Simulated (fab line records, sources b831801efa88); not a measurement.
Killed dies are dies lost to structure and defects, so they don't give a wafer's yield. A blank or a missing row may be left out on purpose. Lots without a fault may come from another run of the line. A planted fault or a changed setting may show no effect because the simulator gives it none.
Which tool did it? | flow sky130 | 11 lots, 33 wafers sampled, at 4 steps of a route of 708

WHAT THE GAUGES READ, wafer by wafer
SKY_METAL2_THK_MEAS_06: measures by xrf.
lot  | measured     | on            | METAL2_ALCU_THK (nm)
L214 | day 34 12:02 | film_metro-04 | 242 242 243
L219 | day 35 21:35 | film_metro-02 | 252 242 253
L222 | day 37 00:10 | film_metro-02 | 238 244 241
L223 | day 37 06:49 | film_metro-02 | 249 248 245
L224 | day 37 11:22 | film_metro-02 | 246 247 250
L225 | day 37 17:59 | film_metro-03 | 249 246 245
L232 | day 39 20:22 | film_metro-03 | 283 290 283
L233 | day 40 00:36 | film_metro-02 | 277 278 271
L234 | day 40 15:59 | film_metro-02 | 284 278 280
L235 | day 40 22:33 | film_metro-02 | 246 243 243
L236 | day 41 07:03 | film_metro-02 | 247 246 249

WHICH TOOL RAN EACH LOT (tool, then ch and the chambers of the sampled wafers, then the start)
lot  | SKY_VIA1_STRIP_16                    | SKY_VIA1_CMP_24               | SKY_METAL2_SPUTTER_04
L214 | plasma_asher-01 ch 0,1, day 34 10:34 | cmp-01 ch 1,2,3, day 34 11:35 | pvd_sputter-03, day 34 11:52
L219 | plasma_asher-04 ch 0, day 35 19:59   | cmp-01 ch 1,2, day 35 21:01   | pvd_sputter-04, day 35 21:24
L222 | plasma_asher-03 ch 0,1, day 36 22:40 | cmp-01 ch 0,1,3, day 36 23:44 | pvd_sputter-04, day 36 23:59
L223 | plasma_asher-04 ch 0,1, day 37 05:17 | cmp-02 ch 1,2,3, day 37 06:19 | pvd_sputter-01, day 37 06:37
L224 | plasma_asher-01 ch 0,1, day 37 09:52 | cmp-02 ch 2,3, day 37 10:47   | pvd_sputter-01, day 37 11:11
L225 | plasma_asher-03 ch 0,1, day 37 16:29 | cmp-02 ch 0,1,3, day 37 17:28 | pvd_sputter-03, day 37 17:49
L232 | plasma_asher-03 ch 0,1, day 39 18:53 | cmp-02 ch 1,2,3, day 39 19:58 | pvd_sputter-03, day 39 20:13
L233 | plasma_asher-03 ch 0,1, day 39 23:07 | cmp-02 ch 1,2, day 40 00:01   | pvd_sputter-04, day 40 00:25
L234 | plasma_asher-03 ch 0, day 40 14:29   | cmp-02 ch 0,2,3, day 40 15:28 | pvd_sputter-01, day 40 15:49
L235 | plasma_asher-03 ch 0,1, day 40 20:34 | cmp-02 ch 1,2,3, day 40 22:04 | pvd_sputter-04, day 40 22:22
L236 | plasma_asher-03 ch 0,1, day 41 05:34 | cmp-01 ch 0,1,3, day 41 06:38 | pvd_sputter-01, day 41 06:53
- SKY_VIA1_STRIP_16: strips in O2/N2.
- SKY_VIA1_CMP_24: polishes, stops on SiO2, t overpolish 15 s, target thk 0 nm.
- SKY_METAL2_SPUTTER_04: material TiN, target thk 70 nm, time 58.3 s.

THE ANSWER, worked out from the rows above alone
Rule: what is usual is taken from the lots themselves. Put in order of their means at a reading, lots are off if they are a third of the lots or fewer, leave a main group of 4 or more, and stand apart from it by a gap of 3 or more times the standard deviation of the main group's means; of several such gaps the widest counts. A main group whose means are all the same, to the digits that the tables above print for the reading, isn't used. A lot without any number at a reading at which 4 lots or more have one is off too. The other lots that the step has rows for count as sound.
Off: L232, L233, L234, at SKY_METAL2_THK_MEAS_06 (METAL2_ALCU_THK). The main group: mean 246 nm, standard deviation 2.7.
A tool fits if, at a process step before that reading, it ran every lot that is off, and no sound lot after the first of them. The gauges at SKY_METAL2_THK_MEAS_06 are tried like those tools. None of those tried fits.

WHAT THE SIMULATOR HAD PUT IN
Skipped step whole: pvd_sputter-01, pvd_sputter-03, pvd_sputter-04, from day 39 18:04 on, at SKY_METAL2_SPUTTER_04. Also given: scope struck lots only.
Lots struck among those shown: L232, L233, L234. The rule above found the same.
